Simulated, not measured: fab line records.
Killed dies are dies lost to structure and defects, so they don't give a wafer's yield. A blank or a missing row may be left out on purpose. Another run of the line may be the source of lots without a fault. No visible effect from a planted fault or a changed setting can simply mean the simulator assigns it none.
fab line records -- flow sky130 -- part 1 of 2: steps 1 to 26 of 33
record lots=5, wafers=15, last_day=50
route steps=708 shown CAP2M@603 METAL4@621
lots with no fault: from the same line, run without faults
start_h: start of the lot's first displayed wafer, in hours after the record's first day -- wait_h: how many hours have passed since the lot's step before this one -- " unchanged from the row above -- L1.1+2: several wafers, shown together as one row -- - no value present, or no start provided -- * or withheld: withheld -- < > ~ a bound
route shown NAME@n: NAME is a module with steps in the file, n the number in the route of the first one -- usual: the fault-free wafers' mean and standard deviation -- same: alike in all rows -- chamber/n: place in a boat -- sites: readings site by site -- _std_site: the values' standard deviation -- _edge_site: mean of outer sites minus mean of inner sites -- radius_mm: for every site, how far away it sits from the centre of the wafer -- mask NAME#n: copy n -- behind: tool/chamber where the wafer was last shaped -- hold: why the lot went on hold/how many hours it stayed there/how the hold came to an end -- device: which transistor (n, p or np) failed to switch -- end of line: tests of these same wafers at the route's end -- a step with no rows: only its recipe -- killed: count of dies lost to structure and defects at first sort (not the wafer's yield) -- map: per-die view of a wafer (x killed, . not killed, _ where there is no die)
set.NAME: the run value of the setting; set.NAME@STEP: its run value at that earlier step -- model.NAME: the simulator's own value behind a step, which no gauge read
certain route steps with their lots: each step a table, each wafer a row
services: from which hour (start_h, from the record's first day; less than 0 if before it) a tool's chamber was out of use, for how many hours, and why
## steps
# step SKY_CAP2M_CVD_00
# recipe material=SiO2, target_thk_nm=15.5, temp_c=400, time_s=withheld, rf_w=450
# usual heater_power_w=669/84
lot.wafer,tool,chamber,start_h,wait_h,heater_power_w
L074.2,pecvd-01,1,924.59,0.0,728
L074.3,pecvd-01,1,924.59,0.0,705
L074.4,pecvd-01,2,924.59,0.0,823
L079.1,pecvd-01,2,960.91,0.0,797
L079.4,pecvd-01,1,960.91,0.0,689
L079.6,pecvd-01,1,960.91,0.0,683
L086.1,pecvd-01,2,1007.03,0.0,646
L086.4,pecvd-01,1,1007.03,0.0,629
L086.6,pecvd-01,1,1007.03,0.0,654
L094.1,pecvd-04,0,1066.83,0.0,605
L094.2,pecvd-04,2,1066.83,0.0,725
L094.3,pecvd-04,0,1066.83,0.0,613
L096.1,pecvd-01,1,1073.50,0.0,723
L096.2,pecvd-01,2,1073.50,0.0,741
L096.6,pecvd-01,0,1073.50,0.0,768
# step SKY_CAP2M_THK_MEAS_01
# recipe reads=SiO2_of_CAP2M_CVD_00
# usual CAP2M_CVD_00_THK=15.50/0.22
lot.wafer,tool,chamber,start_h,wait_h,CAP2M_CVD_00_THK[nm]
L074.2,film_metro-01,-,924.63,-,15.19
L074.3,film_metro-01,-,924.63,-,15.38
L074.4,film_metro-01,-,924.63,-,15.59
L079.1,film_metro-04,-,960.95,-,15.16
L079.4,film_metro-04,-,960.95,-,15.38
L079.6,film_metro-04,-,960.95,-,15.37
L086.1,film_metro-04,-,1007.06,-,15.23
L086.4,film_metro-04,-,1007.06,-,15.67
L086.6,film_metro-04,-,1007.06,-,15.68
L094.1,film_metro-01,-,1066.86,-,15.54
L094.2,film_metro-01,-,1066.86,-,15.68
L094.3,film_metro-01,-,1066.86,-,15.95
L096.1,film_metro-01,-,1073.52,-,15.30
L096.2,film_metro-01,-,1073.52,-,15.33
L096.6,film_metro-01,-,1073.52,-,15.77
# step SKY_CAP2M_SPUTTER_02
# recipe material=TiN, target_thk_nm=200, temp_c=300, power_w=6500, time_s=166.7, chamber_pressure_pa=0.4
# usual throttle_valve_pct=30.0/1.2
lot.wafer,tool,chamber,start_h,wait_h,throttle_valve_pct
L074.2,pvd_sputter-01,-,924.68,0.0,32.0
L074.3,pvd_sputter-01,-,924.68,0.0,31.1
L074.4,pvd_sputter-01,-,924.68,0.0,30.1
L079.1,pvd_sputter-04,-,961.01,0.1,28.8
L079.4,pvd_sputter-04,-,961.01,0.1,28.4
L079.6,pvd_sputter-04,-,961.01,0.1,28.9
L086.1,pvd_sputter-04,-,1007.12,0.1,31.7
L086.4,pvd_sputter-04,-,1007.12,0.1,28.8
L086.6,pvd_sputter-04,-,1007.12,0.1,28.5
L094.1,pvd_sputter-03,-,1066.92,0.1,30.4
L094.2,pvd_sputter-03,-,1066.92,0.1,29.4
L094.3,pvd_sputter-03,-,1066.92,0.1,29.0
L096.1,pvd_sputter-03,-,1073.58,0.1,29.6
L096.2,pvd_sputter-03,-,1073.58,0.1,28.8
L096.6,pvd_sputter-03,-,1073.58,0.1,29.9
# step SKY_CAP2M_RS_MEAS_03
# recipe thk_meas_gauge=four-point-probe, reads=TiN_of_CAP2M_SPUTTER_02
# usual CAP2M_TIN_RS=6.95/0.072
lot.wafer,tool,chamber,start_h,wait_h,CAP2M_TIN_RS[ohm/sq]
L074.2,film_metro-04,-,924.81,0.1,6.88
L074.3,film_metro-04,-,924.81,0.1,6.87
L074.4,film_metro-04,-,924.81,0.1,6.88
L079.1,film_metro-02,-,961.13,0.1,6.89
L079.4,film_metro-02,-,961.13,0.1,7.02
L079.6,film_metro-02,-,961.13,0.1,6.89
L086.1,film_metro-01,-,1007.23,0.1,6.97
L086.4,film_metro-01,-,1007.23,0.1,6.97
L086.6,film_metro-01,-,1007.23,0.1,6.93
L094.1,film_metro-02,-,1067.03,0.1,6.88
L094.2,film_metro-02,-,1067.03,0.1,6.82
L094.3,film_metro-02,-,1067.03,0.1,6.80
L096.1,film_metro-02,-,1073.69,0.1,7.05
L096.2,film_metro-02,-,1073.69,0.1,7.08
L096.6,film_metro-02,-,1073.69,0.1,7.14
# step SKY_CAP2M_THK_MEAS_04
# recipe thk_meas_gauge=xrf, reads=TiN_of_CAP2M_SPUTTER_02
# usual CAP2M_TIN_THK=198.5/2.2
lot.wafer,tool,chamber,start_h,wait_h,CAP2M_TIN_THK[nm]
L074.2,film_metro-04,-,924.92,0.1,199.7
L074.3,film_metro-04,-,924.92,0.1,200.0
L074.4,film_metro-04,-,924.92,0.1,199.4
L079.1,film_metro-02,-,961.25,0.1,200.2
L079.4,film_metro-02,-,961.25,0.1,197.0
L079.6,film_metro-02,-,961.25,0.1,200.6
L086.1,film_metro-01,-,1007.35,0.1,198.0
L086.4,film_metro-01,-,1007.35,0.1,197.6
L086.6,film_metro-01,-,1007.35,0.1,200.1
L094.1,film_metro-02,-,1067.15,0.1,201.6
L094.2,film_metro-02,-,1067.15,0.1,202.5
L094.3,film_metro-02,-,1067.15,0.1,204.6
L096.1,film_metro-02,-,1073.81,0.1,196.3
L096.2,film_metro-02,-,1073.81,0.1,196.4
L096.6,film_metro-02,-,1073.81,0.1,194.1
# step SKY_CAP2M_DEHYDRATE_05
# recipe temp_c=200, time_s=60
# usual resist_line_temp_C=22.99/0.11
lot.wafer,tool,chamber,start_h,wait_h,resist_line_temp_C
L074.2,litho_track-01,0,936.70,11.8,23.14
L074.3,litho_track-01,0,936.70,11.8,23.06
L074.4,litho_track-01,0,936.70,11.8,23.07
L079.1,litho_track-03,0,972.70,11.4,22.82
L079.4,litho_track-03,0,972.70,11.4,23.05
L079.6,litho_track-03,0,972.70,11.4,22.84
L086.1,litho_track-02,0,1018.16,10.8,22.90
L086.4,litho_track-02,0,1018.16,10.8,22.96
L086.6,litho_track-02,0,1018.16,10.8,22.89
L094.1,litho_track-01,0,1076.83,9.7,23.10
L094.2,litho_track-01,0,1076.83,9.7,22.98
L094.3,litho_track-01,0,1076.83,9.7,23.09
L096.1,litho_track-01,0,1082.58,8.8,22.90
L096.2,litho_track-01,0,1082.58,8.8,22.83
L096.6,litho_track-01,0,1082.58,8.8,22.70
# step SKY_CAP2M_HMDS_06
# recipe prime_time_s=60, prime_temp_c=120
# usual resist_line_temp_C=22.98/0.11
lot.wafer,tool,chamber,start_h,wait_h,resist_line_temp_C
L074.2,litho_track-01,0,936.85,0.1,23.10
L074.3,litho_track-01,0,936.85,0.1,23.13
L074.4,litho_track-01,0,936.85,0.1,23.10
L079.1,litho_track-03,0,972.85,0.1,22.75
L079.4,litho_track-03,0,972.85,0.1,22.70
L079.6,litho_track-03,0,972.85,0.1,22.76
L086.1,litho_track-02,0,1018.31,0.1,22.82
L086.4,litho_track-02,0,1018.31,0.1,23.04
L086.6,litho_track-02,0,1018.31,0.1,22.88
L094.1,litho_track-01,0,1076.98,0.1,23.00
L094.2,litho_track-01,0,1076.98,0.1,22.92
L094.3,litho_track-01,0,1076.98,0.1,22.89
L096.1,litho_track-01,0,1082.73,0.1,22.92
L096.2,litho_track-01,0,1082.73,0.1,22.83
L096.6,litho_track-01,0,1082.73,0.1,23.08
# step SKY_CAP2M_COAT_07
# recipe resist=NOVOLAK, spin_rpm=3000, resist_thk_nm=1140
# usual resist_line_temp_C=23.02/0.089
lot.wafer,tool,chamber,start_h,wait_h,resist_line_temp_C
L074.2,litho_track-01,0,937.00,0.1,23.03
L074.3,litho_track-01,0,937.00,0.1,22.99
L074.4,litho_track-01,0,937.00,0.1,22.99
L079.1,litho_track-03,0,973.00,0.1,22.92
L079.4,litho_track-03,0,973.00,0.1,23.02
L079.6,litho_track-03,0,973.00,0.1,22.96
L086.1,litho_track-02,0,1018.46,0.1,23.12
L086.4,litho_track-02,0,1018.46,0.1,22.99
L086.6,litho_track-02,0,1018.46,0.1,23.01
L094.1,litho_track-01,0,1077.13,0.1,22.97
L094.2,litho_track-01,0,1077.13,0.1,22.83
L094.3,litho_track-01,0,1077.13,0.1,23.05
L096.1,litho_track-01,0,1082.88,0.1,22.92
L096.2,litho_track-01,0,1082.88,0.1,23.09
L096.6,litho_track-01,0,1082.88,0.1,22.97
# step SKY_CAP2M_SOFTBAKE_08
# recipe temp_c=90, time_s=60, resist=NOVOLAK
# usual resist_line_temp_C=22.99/0.11
lot.wafer,tool,chamber,start_h,wait_h,resist_line_temp_C
L074.2,litho_track-01,0,937.15,0.1,23.22
L074.3,litho_track-01,0,937.15,0.1,23.05
L074.4,litho_track-01,0,937.15,0.1,23.11
L079.1,litho_track-03,0,973.15,0.1,23.16
L079.4,litho_track-03,0,973.15,0.1,23.01
L079.6,litho_track-03,0,973.15,0.1,23.23
L086.1,litho_track-02,0,1018.61,0.1,22.87
L086.4,litho_track-02,0,1018.61,0.1,22.88
L086.6,litho_track-02,0,1018.61,0.1,22.89
L094.1,litho_track-01,0,1077.28,0.1,22.83
L094.2,litho_track-01,0,1077.28,0.1,22.82
L094.3,litho_track-01,0,1077.28,0.1,22.84
L096.1,litho_track-01,0,1083.03,0.1,22.97
L096.2,litho_track-01,0,1083.03,0.1,23.18
L096.6,litho_track-01,0,1083.03,0.1,22.98
# step SKY_CAP2M_EXPOSE_09
# recipe mask_id=CAP2M, na=0.6, source_shape=conventional, sigma_outer=0.6, polarization=unpolarized, target_cd_nm=1000, dose_mj=159
# usual exposure_dose_mJ_cm2=159.00/0.19
lot.wafer,tool,chamber,start_h,wait_h,mask,exposure_dose_mJ_cm2
L074.2,iline_stepper-01,0,-,-,CAP2M#0,159.19
L074.3,iline_stepper-01,0,-,-,CAP2M#0,159.10
L074.4,iline_stepper-01,0,-,-,CAP2M#0,158.84
L079.1,iline_stepper-01,0,-,-,CAP2M#0,159.06
L079.4,iline_stepper-01,0,-,-,CAP2M#0,159.18
L079.6,iline_stepper-01,0,-,-,CAP2M#0,159.02
L086.1,iline_stepper-02,0,-,-,CAP2M#0,159.05
L086.4,iline_stepper-02,0,-,-,CAP2M#0,158.77
L086.6,iline_stepper-02,0,-,-,CAP2M#0,158.86
L094.1,iline_stepper-01,0,-,-,CAP2M#0,159.09
L094.2,iline_stepper-01,0,-,-,CAP2M#0,159.29
L094.3,iline_stepper-01,0,-,-,CAP2M#0,159.33
L096.1,iline_stepper-01,0,-,-,CAP2M#0,158.99
L096.2,iline_stepper-01,0,-,-,CAP2M#0,159.08
L096.6,iline_stepper-01,0,-,-,CAP2M#0,159.15
# step SKY_CAP2M_PEB_10
# recipe temp_c=withheld, time_s=*, resist=NOVOLAK
# usual resist_line_temp_C=*
lot.wafer,tool,chamber,start_h,wait_h,resist_line_temp_C
L074.2,litho_track-01,0,-,-,*
L074.3,litho_track-01,0,-,-,*
L074.4,litho_track-01,0,-,-,*
L079.1,litho_track-01,0,-,-,*
L079.4,litho_track-01,0,-,-,*
L079.6,litho_track-01,0,-,-,*
L086.1,litho_track-02,0,-,-,*
L086.4,litho_track-02,0,-,-,*
L086.6,litho_track-02,0,-,-,*
L094.1,litho_track-02,0,-,-,*
L094.2,litho_track-02,0,-,-,*
L094.3,litho_track-02,0,-,-,*
L096.1,litho_track-03,0,-,-,*
L096.2,litho_track-03,0,-,-,*
L096.6,litho_track-03,0,-,-,*
# step SKY_CAP2M_DEVELOP_11
# recipe resist=NOVOLAK, developer=TMAH, develop_time_s=60, dev_temp_c=23
# usual resist_line_temp_C=22.97/0.11
lot.wafer,tool,chamber,start_h,wait_h,resist_line_temp_C
L074.2,litho_track-01,0,948.90,0.1,23.00
L074.3,litho_track-01,0,948.90,0.1,23.07
L074.4,litho_track-01,0,948.90,0.1,23.09
L079.1,litho_track-01,0,984.93,0.1,22.69
L079.4,litho_track-01,0,984.93,0.1,22.77
L079.6,litho_track-01,0,984.93,0.1,22.85
L086.1,litho_track-02,0,1029.96,0.1,22.92
L086.4,litho_track-02,0,1029.96,0.1,22.76
L086.6,litho_track-02,0,1029.96,0.1,23.04
L094.1,litho_track-02,0,1087.41,0.1,23.05
L094.2,litho_track-02,0,1087.41,0.1,22.96
L094.3,litho_track-02,0,1087.41,0.1,23.01
L096.1,litho_track-03,0,1093.70,0.1,22.77
L096.2,litho_track-03,0,1093.70,0.1,22.86
L096.6,litho_track-03,0,1093.70,0.1,22.77
# step SKY_CAP2M_OVL_MEAS_12
# usual CAP2M_OVL=-1.1/1.3
lot.wafer,tool,chamber,start_h,wait_h,CAP2M_OVL[nm]
L074.2,overlay-01,-,949.04,0.1,-3.0
L074.3,overlay-01,-,949.04,0.1,-3.2
L074.4,overlay-01,-,949.04,0.1,-1.5
L079.1,overlay-02,-,985.08,0.1,-1.3
L079.4,overlay-02,-,985.08,0.1,-0.6
L079.6,overlay-02,-,985.08,0.1,1.2
L086.1,overlay-02,-,1030.11,0.1,-2.5
L086.4,overlay-02,-,1030.11,0.1,0.4
L086.6,overlay-02,-,1030.11,0.1,-1.4
L094.1,overlay-01,-,1087.56,0.1,-1.1
L094.2,overlay-01,-,1087.56,0.1,-2.7
L094.3,overlay-01,-,1087.56,0.1,-0.6
L096.1,overlay-02,-,1093.85,0.1,-2.3
L096.2,overlay-02,-,1093.85,0.1,-2.7
L096.6,overlay-02,-,1093.85,0.1,-0.7
# step SKY_CAP2M_METAL_ETCH_13
# recipe target_depth_nm=220, stop_on=SiO2, chemistry=Cl2/BCl3, target=TiN, pressure_mtorr=10, icp_w=900, bias_w=48.5, Cl2_flow_sccm=60, bcl3_flow_sccm=30, time_s=62.9
# usual bias_w=48.50/0.13, drypump_motor_current_A=5.7/0.39, oes_product_au=0.939/0.0075, throttle_valve_pct=21.903/0.0097
lot.wafer,tool,chamber,start_h,wait_h,bias_w,drypump_motor_current_A,oes_product_au,rf_hours_counter_h,throttle_valve_pct
L074.2,rie_metal-02,0,949.07,0.0,48.32,5.7,0.947,2,21.896
L074.3,rie_metal-02,1,949.07,0.0,48.56,5.9,0.946,-,21.899
L074.4,rie_metal-02,0,949.07,0.0,48.46,5.7,0.939,-,21.919
L079.1,rie_metal-04,1,985.12,0.0,48.34,6.3,0.946,13,21.886
L079.4,rie_metal-04,1,985.12,0.0,48.40,6.3,0.933,-,21.904
L079.6,rie_metal-04,0,985.12,0.0,48.32,5.7,0.933,-,21.908
L086.1,rie_metal-02,1,1030.15,0.0,48.44,5.9,0.940,15,21.912
L086.4,rie_metal-02,0,1030.15,0.0,48.53,5.7,0.934,-,21.915
L086.6,rie_metal-02,1,1030.15,0.0,48.31,5.9,0.944,-,21.902
L094.1,rie_metal-01,0,1087.60,0.0,48.70,5.6,0.947,1,21.897
L094.2,rie_metal-01,1,1087.60,0.0,48.81,5.1,0.947,11,21.904
L094.3,rie_metal-01,0,1087.60,0.0,48.45,5.6,0.945,-,21.889
L096.1,rie_metal-02,0,1093.89,0.0,48.57,5.7,0.931,11,21.918
L096.2,rie_metal-02,1,1093.89,0.0,48.46,5.9,0.927,20,21.919
L096.6,rie_metal-02,1,1093.89,0.0,48.56,5.9,0.921,-,21.916
# step SKY_CAP2M_STRIP_14
# recipe chemistry=O2/N2, power_w=1400, pressure_mtorr=1500, platen_temp_c=withheld, o2_flow_sccm=3000, n2_flow_sccm=300, overash_fraction=0.5
# usual drypump_motor_current_A=5.6/0.46, oes_product_au=0.710/0.0048, strip_time_to_endpoint_s=12.63/0.042
lot.wafer,tool,chamber,start_h,wait_h,drypump_motor_current_A,oes_product_au,rf_hours_counter_h,strip_time_to_endpoint_s
L074.2,plasma_asher-01,0,949.14,0.1,5.2,0.708,110,12.63
L074.3,plasma_asher-01,0,949.14,0.1,5.2,0.707,-,12.64
L074.4,plasma_asher-01,1,949.14,0.1,5.8,0.711,-,12.69
L079.1,plasma_asher-02,1,985.19,0.1,4.9,0.704,25,12.60
L079.4,plasma_asher-02,0,985.19,0.1,6.4,0.715,-,12.59
L079.6,plasma_asher-02,0,985.19,0.1,6.4,0.710,-,12.55
L086.1,plasma_asher-02,0,1030.23,0.1,6.4,0.714,29,12.69
L086.4,plasma_asher-02,1,1030.23,0.1,4.9,0.709,-,12.70
L086.6,plasma_asher-02,0,1030.23,0.1,6.4,0.707,-,12.67
L094.1,plasma_asher-01,0,1087.68,0.1,5.2,0.719,3,12.66
L094.2,plasma_asher-01,1,1087.68,0.1,5.8,0.713,3,12.62
L094.3,plasma_asher-01,1,1087.68,0.1,5.8,0.713,-,12.67
L096.1,plasma_asher-02,0,1093.97,0.1,6.4,0.707,35,12.61
L096.2,plasma_asher-02,1,1093.97,0.1,4.8,0.711,35,12.56
L096.6,plasma_asher-02,0,1093.97,0.1,6.4,0.715,-,12.62
# step SKY_CAP2M_STRIP_15
# recipe chemistry=post_etch_residue_remover, time_s=1200, temp_c=72.5
lot.wafer,tool,chamber,start_h,wait_h
L074.2+3+4,wet_bench-03,3,949.24,0.1
L079.1+4+6,wet_bench-04,0,985.29,0.1
L086.1+4+6,wet_bench-04,3,1030.33,0.1
L094.1+2+3,wet_bench-03,3,1087.78,0.1
L096.1+2+6,wet_bench-04,0,1094.07,0.1
# step SKY_CAP2M_CLEAN_16
# recipe chemistry=IPA, time_s=180, temp_c=25
lot.wafer,tool,chamber,start_h,wait_h
L074.2+3+4,wet_bench-01,2,949.62,0.0
L079.1+4+6,wet_bench-01,1,985.70,0.0
L086.1+4+6,wet_bench-03,0,1030.67,0.0
L094.1+2+3,wet_bench-04,3,1088.12,0.0
L096.1+2+6,wet_bench-01,0,1094.44,0.0
# step SKY_CAP2M_CLEAN_17
# recipe chemistry=O3/DIW, dry=n2_spin
lot.wafer,tool,chamber,start_h,wait_h
L074.2+3+4,wet_bench-03,3,949.67,0.0
L079.1+4+6,wet_bench-03,1,985.76,0.0
L086.1+4+6,wet_bench-01,3,1030.80,0.0
L094.1+2+3,wet_bench-03,1,1088.18,0.0
L096.1+2+6,wet_bench-04,2,1094.50,0.0
# step SKY_METAL4_DEHYDRATE_05
# recipe temp_c=200, time_s=60
# usual resist_line_temp_C=22.98/0.11
lot.wafer,tool,chamber,start_h,wait_h,resist_line_temp_C
L074.2,litho_track-02,0,960.54,10.8,23.05
L074.3,litho_track-02,0,960.54,10.8,22.96
L074.4,litho_track-02,0,960.54,10.8,23.00
L079.1,litho_track-02,0,997.16,11.3,22.67
L079.4,litho_track-02,0,997.16,11.3,22.88
L079.6,litho_track-02,0,997.16,11.3,22.81
L086.1,litho_track-03,0,1040.90,9.9,22.96
L086.4,litho_track-03,0,1040.90,9.9,22.83
L086.6,litho_track-03,0,1040.90,9.9,23.04
L094.1,litho_track-02,0,1096.96,8.7,22.93
L094.2,litho_track-02,0,1096.96,8.7,22.84
L094.3,litho_track-02,0,1096.96,8.7,22.98
L096.1,litho_track-03,0,1103.35,8.8,23.06
L096.2,litho_track-03,0,1103.35,8.8,22.92
L096.6,litho_track-03,0,1103.35,8.8,22.98
# step SKY_METAL4_HMDS_06
# recipe prime_time_s=60, prime_temp_c=120
# usual resist_line_temp_C=23.03/0.11
lot.wafer,tool,chamber,start_h,wait_h,resist_line_temp_C
L074.2,litho_track-02,0,960.69,0.1,22.96
L074.3,litho_track-02,0,960.69,0.1,22.95
L074.4,litho_track-02,0,960.69,0.1,22.95
L079.1,litho_track-02,0,997.31,0.1,22.97
L079.4,litho_track-02,0,997.31,0.1,23.04
L079.6,litho_track-02,0,997.31,0.1,23.07
L086.1,litho_track-03,0,1041.05,0.1,22.92
L086.4,litho_track-03,0,1041.05,0.1,23.02
L086.6,litho_track-03,0,1041.05,0.1,23.13
L094.1,litho_track-02,0,1097.11,0.1,22.94
L094.2,litho_track-02,0,1097.11,0.1,23.13
L094.3,litho_track-02,0,1097.11,0.1,23.06
L096.1,litho_track-03,0,1103.50,0.1,23.02
L096.2,litho_track-03,0,1103.50,0.1,22.91
L096.6,litho_track-03,0,1103.50,0.1,23.10
# step SKY_METAL4_COAT_07
# recipe resist=BARC, temp_c=withheld, time_s=withheld, spin_rpm=3000, resist_thk_nm=60
# usual resist_line_temp_C=*
lot.wafer,tool,chamber,start_h,wait_h,resist_line_temp_C
L074.2,litho_track-02,0,960.84,0.1,*
L074.3,litho_track-02,0,960.84,0.1,*
L074.4,litho_track-02,0,960.84,0.1,*
L079.1,litho_track-02,0,997.46,0.1,*
L079.4,litho_track-02,0,997.46,0.1,*
L079.6,litho_track-02,0,997.46,0.1,*
L086.1,litho_track-03,0,1041.20,0.1,*
L086.4,litho_track-03,0,1041.20,0.1,*
L086.6,litho_track-03,0,1041.20,0.1,*
L094.1,litho_track-02,0,1097.26,0.1,*
L094.2,litho_track-02,0,1097.26,0.1,*
L094.3,litho_track-02,0,1097.26,0.1,*
L096.1,litho_track-03,0,1103.65,0.1,*
L096.2,litho_track-03,0,1103.65,0.1,*
L096.6,litho_track-03,0,1103.65,0.1,*
# step SKY_METAL4_COAT_08
# recipe resist=KrF-thick, spin_rpm=3000, resist_thk_nm=1140
# usual resist_line_temp_C=23.02/0.1
lot.wafer,tool,chamber,start_h,wait_h,resist_line_temp_C
L074.2,litho_track-02,0,-,-,23.00
L074.3,litho_track-02,0,-,-,23.12
L074.4,litho_track-02,0,-,-,23.02
L079.1,litho_track-02,0,-,-,23.01
L079.4,litho_track-02,0,-,-,23.14
L079.6,litho_track-02,0,-,-,23.06
L086.1,litho_track-03,0,-,-,23.08
L086.4,litho_track-03,0,-,-,23.02
L086.6,litho_track-03,0,-,-,23.09
L094.1,litho_track-02,0,-,-,22.88
L094.2,litho_track-02,0,-,-,22.92
L094.3,litho_track-02,0,-,-,22.97
L096.1,litho_track-03,0,-,-,22.94
L096.2,litho_track-03,0,-,-,23.05
L096.6,litho_track-03,0,-,-,23.04
# step SKY_METAL4_SOFTBAKE_09
# recipe temp_c=100, time_s=90, resist=KrF-thick
# usual resist_line_temp_C=22.97/0.098
lot.wafer,tool,chamber,start_h,wait_h,resist_line_temp_C
L074.2,litho_track-02,0,-,-,23.06
L074.3,litho_track-02,0,-,-,23.00
L074.4,litho_track-02,0,-,-,23.16
L079.1,litho_track-02,0,-,-,23.04
L079.4,litho_track-02,0,-,-,22.89
L079.6,litho_track-02,0,-,-,22.72
L086.1,litho_track-03,0,-,-,23.03
L086.4,litho_track-03,0,-,-,22.83
L086.6,litho_track-03,0,-,-,22.97
L094.1,litho_track-02,0,-,-,23.15
L094.2,litho_track-02,0,-,-,23.18
L094.3,litho_track-02,0,-,-,23.02
L096.1,litho_track-03,0,-,-,22.90
L096.2,litho_track-03,0,-,-,23.02
L096.6,litho_track-03,0,-,-,22.81
# step SKY_METAL4_EXPOSE_10
# recipe mask_id=MM4, na=0.68, source_shape=annular, sigma_inner=0.4, sigma_outer=0.8, target_cd_nm=300, dose_mj=28
# usual exposure_dose_mJ_cm2=27.93/0.12
# same sigma_inner=0.4
lot.wafer,tool,chamber,start_h,wait_h,mask,exposure_dose_mJ_cm2
L074.2,krf_scanner-02,0,-,-,MM4#0,27.89
L074.3,krf_scanner-02,0,-,-,MM4#0,27.89
L074.4,krf_scanner-02,0,-,-,MM4#0,27.93
L079.1,krf_scanner-02,0,-,-,MM4#0,27.94
L079.4,krf_scanner-02,0,-,-,MM4#0,27.88
L079.6,krf_scanner-02,0,-,-,MM4#0,27.91
L086.1,krf_scanner-01,0,-,-,MM4#0,27.94
L086.4,krf_scanner-01,0,-,-,MM4#0,27.93
L086.6,krf_scanner-01,0,-,-,MM4#0,27.94
L094.1,krf_scanner-01,0,-,-,MM4#0,28.46
L094.2,krf_scanner-01,0,-,-,MM4#0,28.44
L094.3,krf_scanner-01,0,-,-,MM4#0,28.48
L096.1,krf_scanner-02,0,-,-,MM4#0,27.89
L096.2,krf_scanner-02,0,-,-,MM4#0,27.90
L096.6,krf_scanner-02,0,-,-,MM4#0,27.89
# step SKY_METAL4_PEB_11
# recipe peb_temp_c=withheld, peb_time_s=withheld, resist=KrF-thick
# usual resist_line_temp_C=*
lot.wafer,tool,chamber,start_h,wait_h,resist_line_temp_C
L074.2,litho_track-04,0,-,-,*
L074.3,litho_track-04,0,-,-,*
L074.4,litho_track-04,0,-,-,*
L079.1,litho_track-03,0,-,-,*
L079.4,litho_track-03,0,-,-,*
L079.6,litho_track-03,0,-,-,*
L086.1,litho_track-03,0,-,-,*
L086.4,litho_track-03,0,-,-,*
L086.6,litho_track-03,0,-,-,*
L094.1,litho_track-03,0,-,-,*
L094.2,litho_track-03,0,-,-,*
L094.3,litho_track-03,0,-,-,*
L096.1,litho_track-02,0,-,-,*
L096.2,litho_track-02,0,-,-,*
L096.6,litho_track-02,0,-,-,*
# step SKY_METAL4_DEVELOP_12
# recipe develop_time_s=60, resist=KrF-thick, dev_temp_c=21
# usual resist_line_temp_C=23.01/0.1
lot.wafer,tool,chamber,start_h,wait_h,resist_line_temp_C
L074.2,litho_track-04,0,-,-,23.02
L074.3,litho_track-04,0,-,-,22.99
L074.4,litho_track-04,0,-,-,22.90
L079.1,litho_track-03,0,-,-,23.06
L079.4,litho_track-03,0,-,-,23.06
L079.6,litho_track-03,0,-,-,23.10
L086.1,litho_track-03,0,-,-,23.03
L086.4,litho_track-03,0,-,-,22.99
L086.6,litho_track-03,0,-,-,23.02
L094.1,litho_track-03,0,-,-,22.99
L094.2,litho_track-03,0,-,-,23.04
L094.3,litho_track-03,0,-,-,22.94
L096.1,litho_track-02,0,-,-,22.96
L096.2,litho_track-02,0,-,-,23.06
L096.6,litho_track-02,0,-,-,22.82
